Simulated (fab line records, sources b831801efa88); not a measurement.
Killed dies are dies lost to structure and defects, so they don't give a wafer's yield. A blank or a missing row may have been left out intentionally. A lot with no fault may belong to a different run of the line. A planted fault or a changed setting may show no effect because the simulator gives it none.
Which tool is to blame? || flow gf180mcu || 12 lots with 36 wafers sampled at 4 steps, on a route of 602 steps

== WHAT EACH GAUGE READ, for each wafer ==
GF_M2_CD_MEAS_14: target cd 280 nm.
{"lot": "L445", "measured": "day 18 21:58", "on": "cd-sem-02", "cd-nm (nm)": "279.0 279.3 278.2"}
{"lot": "L446", "measured": "day 19 04:11", "on": "cd-sem-02", "cd-nm (nm)": "283.2 282.7 283.6"}
{"lot": "L447", "measured": "day 19 17:37", "on": "cd-sem-01", "cd-nm (nm)": "281.0 280.6 280.0"}
{"lot": "L448", "measured": "day 19 23:45", "on": "cd-sem-02", "cd-nm (nm)": "281.1 281.3 281.5"}
{"lot": "L449", "measured": "day 20 21:01", "on": "cd-sem-01", "cd-nm (nm)": "278.5 279.7 279.3"}
{"lot": "L450", "measured": "day 20 21:44", "on": "cd-sem-02", "cd-nm (nm)": "278.5 278.3 277.8"}
{"lot": "L452", "measured": "day 21 21:31", "on": "cd-sem-01", "cd-nm (nm)": "280.2 279.6 278.8"}
{"lot": "L454", "measured": "day 23 04:31", "on": "cd-sem-01", "cd-nm (nm)": "277.8 278.3 278.7"}
{"lot": "L458", "measured": "day 24 08:37", "on": "cd-sem-02", "cd-nm (nm)": "286.4 286.0 286.5"}
{"lot": "L459", "measured": "day 24 20:43", "on": "cd-sem-01", "cd-nm (nm)": "284.2 285.3 285.5"}
{"lot": "L463", "measured": "day 25 13:22", "on": "cd-sem-02", "cd-nm (nm)": "280.1 280.2 281.4"}
{"lot": "L468", "measured": "day 27 02:32", "on": "cd-sem-02", "cd-nm (nm)": "281.0 280.6 280.4"}

== TOOL THAT RAN EACH LOT (tool first, then ch and the chambers of the sampled wafers, then the start) ==
{"lot": "L445", "GF_SAB_CVD_00": "pecvd-02 ch 0,1,2, day 14 00:10", "GF_SAB_STRIP_13": "plasma-asher-02 ch 0,1, day 14 20:55", "GF_M2_SOFTBAKE_10": "litho-track-03 ch 0, day 18 10:19"}
{"lot": "L446", "GF_SAB_CVD_00": "pecvd-01 ch 0,1, day 14 07:53", "GF_SAB_STRIP_13": "plasma-asher-03 ch 0,1, day 15 04:29", "GF_M2_SOFTBAKE_10": "litho-track-02 ch 0, day 18 16:32"}
{"lot": "L447", "GF_SAB_CVD_00": "pecvd-01 ch 0,1,2, day 14 16:23", "GF_SAB_STRIP_13": "plasma-asher-02 ch 0,1, day 15 14:01", "GF_M2_SOFTBAKE_10": "litho-track-01 ch 0, day 19 05:04"}
{"lot": "L448", "GF_SAB_CVD_00": "pecvd-01 ch 0,2, day 14 22:52", "GF_SAB_STRIP_13": "plasma-asher-01 ch 0,1, day 15 20:43", "GF_M2_SOFTBAKE_10": "litho-track-03 ch 0, day 19 11:22"}
{"lot": "L449", "GF_SAB_CVD_00": "pecvd-03 ch 0,2, day 15 13:05", "GF_SAB_STRIP_13": "plasma-asher-02 ch 0,1, day 16 15:29", "GF_M2_SOFTBAKE_10": "litho-track-02 ch 0, day 20 08:31"}
{"lot": "L450", "GF_SAB_CVD_00": "pecvd-02 ch 0,1,2, day 15 17:13", "GF_SAB_STRIP_13": "plasma-asher-01 ch 0,1, day 16 15:41", "GF_M2_SOFTBAKE_10": "litho-track-03 ch 0, day 20 09:57"}
{"lot": "L452", "GF_SAB_CVD_00": "pecvd-03 ch 1,2, day 16 16:40", "GF_SAB_STRIP_13": "plasma-asher-01 ch 0,1, day 17 15:30", "GF_M2_SOFTBAKE_10": "litho-track-02 ch 0, day 21 09:25"}
{"lot": "L454", "GF_SAB_CVD_00": "pecvd-01 ch 0,1,2, day 17 22:52", "GF_SAB_STRIP_13": "plasma-asher-03 ch 0,1, day 18 23:10", "GF_M2_SOFTBAKE_10": "litho-track-03 ch 0, day 22 17:16"}
{"lot": "L458", "GF_SAB_CVD_00": "pecvd-01 ch 1,2, day 19 05:08", "GF_SAB_STRIP_13": "plasma-asher-02 ch 0,1, day 20 04:58", "GF_M2_SOFTBAKE_10": "litho-track-02 ch 0, day 23 21:49"}
{"lot": "L459", "GF_SAB_CVD_00": "pecvd-01 ch 0,2, day 19 18:43", "GF_SAB_STRIP_13": "plasma-asher-02 ch 0,1, day 20 18:55", "GF_M2_SOFTBAKE_10": "litho-track-02 ch 0, day 24 09:52"}
{"lot": "L463", "GF_SAB_CVD_00": "pecvd-02 ch 0,1, day 20 13:48", "GF_SAB_STRIP_13": "plasma-asher-03 ch 0,1, day 21 13:43", "GF_M2_SOFTBAKE_10": "litho-track-01 ch 0, day 25 02:46"}
{"lot": "L468", "GF_SAB_CVD_00": "pecvd-01 ch 0,1,2, day 22 06:26", "GF_SAB_STRIP_13": "plasma-asher-03 ch 0,1, day 23 05:43", "GF_M2_SOFTBAKE_10": "litho-track-03 ch 0, day 26 16:59"}
- GF_SAB_CVD_00: deposits SiO2 from TEOS, target thk 50 nm, time 4.9302 s.
- GF_SAB_STRIP_13: strips in O2/N2.
- GF_M2_SOFTBAKE_10: time 60 s.

== AS READ BY THE TOOLS THEMSELVES (means over the sampled wafers that have a number; for cases with no such wafer, the mark the record gives instead) ==
GF_SAB_CVD_00.
{"lot": "L445", "tool": "pecvd-02", "heater-power-w (W)": 680}
{"lot": "L446", "tool": "pecvd-01", "heater-power-w (W)": 561}
{"lot": "L447", "tool": "pecvd-01", "heater-power-w (W)": 678}
{"lot": "L448", "tool": "pecvd-01", "heater-power-w (W)": 706}
{"lot": "L449", "tool": "pecvd-03", "heater-power-w (W)": 649}
{"lot": "L450", "tool": "pecvd-02", "heater-power-w (W)": 660}
{"lot": "L452", "tool": "pecvd-03", "heater-power-w (W)": 788}
{"lot": "L454", "tool": "pecvd-01", "heater-power-w (W)": 680}
{"lot": "L458", "tool": "pecvd-01", "heater-power-w (W)": 752}
{"lot": "L459", "tool": "pecvd-01", "heater-power-w (W)": 541}
{"lot": "L463", "tool": "pecvd-02", "heater-power-w (W)": 616}
{"lot": "L468", "tool": "pecvd-01", "heater-power-w (W)": 653}

GF_SAB_STRIP_13.
{"lot": "L445", "tool": "plasma-asher-02", "chamber-pressure-mTorr (mTorr)": 1501.2, "drypump-motor-current-A (A)": 5.5, "heater-power-w (W)": 366, "oes-product-au (a.u.)": 0.710, "strip-time-to-endpoint-s (s)": 12.60}
{"lot": "L446", "tool": "plasma-asher-03", "chamber-pressure-mTorr (mTorr)": 1500.0, "drypump-motor-current-A (A)": 6.2, "heater-power-w (W)": 327, "oes-product-au (a.u.)": 0.708, "strip-time-to-endpoint-s (s)": 12.59}
{"lot": "L447", "tool": "plasma-asher-02", "chamber-pressure-mTorr (mTorr)": 1499.5, "drypump-motor-current-A (A)": 5.8, "heater-power-w (W)": 353, "oes-product-au (a.u.)": 0.712, "strip-time-to-endpoint-s (s)": 12.55}
{"lot": "L448", "tool": "plasma-asher-01", "chamber-pressure-mTorr (mTorr)": 1500.5, "drypump-motor-current-A (A)": 5.9, "heater-power-w (W)": 372, "oes-product-au (a.u.)": 0.709, "strip-time-to-endpoint-s (s)": 12.59}
{"lot": "L449", "tool": "plasma-asher-02", "chamber-pressure-mTorr (mTorr)": 1499.2, "drypump-motor-current-A (A)": 5.7, "heater-power-w (W)": 358, "oes-product-au (a.u.)": 0.707, "strip-time-to-endpoint-s (s)": 12.58}
{"lot": "L450", "tool": "plasma-asher-01", "chamber-pressure-mTorr (mTorr)": 1499.7, "drypump-motor-current-A (A)": 5.9, "heater-power-w (W)": 375, "oes-product-au (a.u.)": 0.707, "strip-time-to-endpoint-s (s)": 12.60}
{"lot": "L452", "tool": "plasma-asher-01", "chamber-pressure-mTorr (mTorr)": 1500.1, "drypump-motor-current-A (A)": 6.2, "heater-power-w (W)": 380, "oes-product-au (a.u.)": 0.710, "strip-time-to-endpoint-s (s)": 12.62}
{"lot": "L454", "tool": "plasma-asher-03", "chamber-pressure-mTorr (mTorr)": 1500.3, "drypump-motor-current-A (A)": 6.2, "heater-power-w (W)": 328, "oes-product-au (a.u.)": 0.706, "strip-time-to-endpoint-s (s)": 12.62}
{"lot": "L458", "tool": "plasma-asher-02", "chamber-pressure-mTorr (mTorr)": 1501.6, "drypump-motor-current-A (A)": 5.8, "heater-power-w (W)": 359, "oes-product-au (a.u.)": 0.712, "strip-time-to-endpoint-s (s)": 12.62}
{"lot": "L459", "tool": "plasma-asher-02", "chamber-pressure-mTorr (mTorr)": 1499.2, "drypump-motor-current-A (A)": 5.8, "heater-power-w (W)": 356, "oes-product-au (a.u.)": 0.709, "strip-time-to-endpoint-s (s)": 12.64}
{"lot": "L463", "tool": "plasma-asher-03", "chamber-pressure-mTorr (mTorr)": 1498.3, "drypump-motor-current-A (A)": 6.2, "heater-power-w (W)": 338, "oes-product-au (a.u.)": 0.709, "strip-time-to-endpoint-s (s)": 12.63}
{"lot": "L468", "tool": "plasma-asher-03", "chamber-pressure-mTorr (mTorr)": 1500.5, "drypump-motor-current-A (A)": 6.2, "heater-power-w (W)": 326, "oes-product-au (a.u.)": 0.703, "strip-time-to-endpoint-s (s)": 12.62}

GF_M2_SOFTBAKE_10.
{"lot": "L445", "tool": "litho-track-03", "heater-power-total-W (W)": 93.04, "plate-temp-C (C)": 130.09}
{"lot": "L446", "tool": "litho-track-02", "heater-power-total-W (W)": 93.04, "plate-temp-C (C)": 130.05}
{"lot": "L447", "tool": "litho-track-01", "heater-power-total-W (W)": 93.03, "plate-temp-C (C)": 129.90}
{"lot": "L448", "tool": "litho-track-03", "heater-power-total-W (W)": 93.07, "plate-temp-C (C)": 129.85}
{"lot": "L449", "tool": "litho-track-02", "heater-power-total-W (W)": 93.07, "plate-temp-C (C)": 129.91}
{"lot": "L450", "tool": "litho-track-03", "heater-power-total-W (W)": 93.08, "plate-temp-C (C)": 129.91}
{"lot": "L452", "tool": "litho-track-02", "heater-power-total-W (W)": 93.01, "plate-temp-C (C)": 130.13}
{"lot": "L454", "tool": "litho-track-03", "heater-power-total-W (W)": 93.07, "plate-temp-C (C)": 130.21}
{"lot": "L458", "tool": "litho-track-02", "heater-power-total-W (W)": 90.71, "plate-temp-C (C)": 127.41}
{"lot": "L459", "tool": "litho-track-02", "heater-power-total-W (W)": 90.60, "plate-temp-C (C)": 127.34}
{"lot": "L463", "tool": "litho-track-01", "heater-power-total-W (W)": 93.04, "plate-temp-C (C)": 130.07}
{"lot": "L468", "tool": "litho-track-03", "heater-power-total-W (W)": 93.06, "plate-temp-C (C)": 129.98}

== THE ANSWER, worked out from the rows above alone ==
Rule: the lots themselves supply what counts as usual. The widest of any qualifying gaps counts: lots, ordered by their means at a reading, are off when they make up no more than a third of the lots, leave a main group of 4 or more, and stand apart from it by 3 or more times the standard deviation of that group's means. A main group is skipped when, at the precision printed for the reading in the tables above, its means are all equal. Also off: a lot with no number at a reading for which 4 or more lots have one. All remaining lots with rows at the step are treated as sound. The gauges are gone through in route order, then the tools' own readings, and for those a lot's mean is taken as printed above. At the first step where some lot is off, the reading lying furthest off is the one used; lots without a number count as furthest.
Off, at GF_M2_SOFTBAKE_10 on heater-power-total-W: L458, L459. The main group: mean 93.05 W, standard deviation 0.021.
If a tool, at that step or one of the process steps before it, ran each lot that is off and ran no sound lot following the first of them, it fits. Undecided on this evidence; 2 tools fit (plasma-asher-02 at GF_SAB_STRIP_13, litho-track-02 at GF_M2_SOFTBAKE_10).

== WHAT THE SIMULATOR HAD PUT IN ==
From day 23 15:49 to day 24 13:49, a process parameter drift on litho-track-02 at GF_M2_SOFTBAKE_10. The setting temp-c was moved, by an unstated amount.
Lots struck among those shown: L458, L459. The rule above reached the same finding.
